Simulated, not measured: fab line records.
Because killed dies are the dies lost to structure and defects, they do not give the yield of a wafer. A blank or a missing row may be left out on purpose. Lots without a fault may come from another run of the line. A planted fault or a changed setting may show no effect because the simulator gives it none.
Struck lot and sound lot, side by side	flow sky130	15 out of 708 route steps
Sound: wafers L449.2, L449.4, L449.6. Wafers struck: L458.1, L458.3, L458.6. The cause comes at the end.
At each step with rows: each side's tool, then ch and its chambers, then its first start. Under that, the readings that differ: sound wafers	struck wafers	difference of the means	sigmas: that difference in standard deviations of wafers without a fault.
alike: readings whose means differ by less than 2 such deviations, and words and numbers that are the same on both sides. not compared: withheld readings, readings that some wafer has no value for, bounds like >300 that may hide the same value, and numbers for which the record gives no deviation and whose values overlap.
The two part at a step that has a row with sigmas, a row that says differs or no value, or rows on one side only. Numbers that don't overlap but have no deviation are shown without sigmas and don't part them. A reading missing from all wafers of one side parts the sides only when that side holds two or more wafers.

SKY_CAPM_THK_MEAS_01:
  sound on film-metro-02 at day 36 14:46; struck on film-metro-03 at day 39 16:08
  alike: CAPM_CVD_00_THK
SKY_CAPM_SPUTTER_02: material TiN, target thk 200 nm, time 166.7 s.
  sound on pvd-sputter-02 at day 36 14:49; struck on pvd-sputter-01 at day 39 16:12
  alike: cathode-dc-power-W, throttle-valve-pct
SKY_CAPM_RS_MEAS_03: measures by four-point-probe.
  sound on film-metro-03 at day 36 14:56; struck on film-metro-04 at day 39 16:19
reading	sound	struck	difference	sigmas
CAPM_TIN_RS (ohm/sq)	7.00 7.13 7.06	7.21 7.26 7.18	+0.15	+2
SKY_CAPM_THK_MEAS_04: measures by xrf.
  sound on film-metro-03 at day 36 15:03; struck on film-metro-04 at day 39 16:26
  alike: CAPM_TIN_THK
then, 7 steps without rows for these wafers: SKY_CAPM_DEHYDRATE_05 (time 60 s); SKY_CAPM_HMDS_06 (prime time 60 s); SKY_CAPM_COAT_07 (resist thk 1140 nm); SKY_CAPM_SOFTBAKE_08 (time 60 s); SKY_CAPM_EXPOSE_09 (exposes mask CAPM, target cd 1000 nm); SKY_CAPM_PEB_10; SKY_CAPM_DEVELOP_11 (develop time 60 s).
SKY_CAPM_OVL_MEAS_12:
  sound on overlay-02 at day 37 17:33; struck on overlay-02 at day 40 16:44
  alike: CAPM_OVL
SKY_CAPM_METAL_ETCH_13: etches TiN in Cl2/BCl3, stops on SiO2, target depth 220 nm, time 62.9 s.
  sound on rie-metal-01 ch 0,1, day 37 17:35; struck on rie-metal-02 ch 0,1, day 40 16:46
  no value came back on the struck wafers for any of 5 readings (bcl3-flow-sccm (sccm), bias-w (W) and others); on the sound wafers bcl3-flow-sccm (sccm) reads 29.99 29.99 30.06
reading	sound	struck	difference	sigmas
model.NOVOLAK_of_CAPM_COAT_07.thk-nm (nm)	995.5 994.3 993	1140 1141 1143	+147	
  not compared: rf-hours-counter-h
SKY_CAPM_STRIP_14: strips in O2/N2.
  sound on plasma-asher-01 ch 0,1, day 37 17:40; struck on plasma-asher-02 ch 0,1, day 40 16:50
reading	sound	struck	difference	sigmas
oes-product-au (a.u.)	0.707 0.710 0.702	0.720 0.719 0.720	+0.013	+3
strip-time-to-endpoint-s (s)	12.68 12.66 12.64	14.17 14.19 14.22	+1.53	+36
  alike: drypump-motor-current-A, n2-flow-sccm
  not compared: rf-hours-counter-h
then, 1 step without rows for these wafers: SKY_CAPM_STRIP_15 (strips in post etch residue remover, time 1200 s).

WHERE THEY PART
Last at SKY_CAPM_STRIP_14 as far as this record goes, first at SKY_CAPM_RS_MEAS_03.

WHY: what had been put in by the simulator
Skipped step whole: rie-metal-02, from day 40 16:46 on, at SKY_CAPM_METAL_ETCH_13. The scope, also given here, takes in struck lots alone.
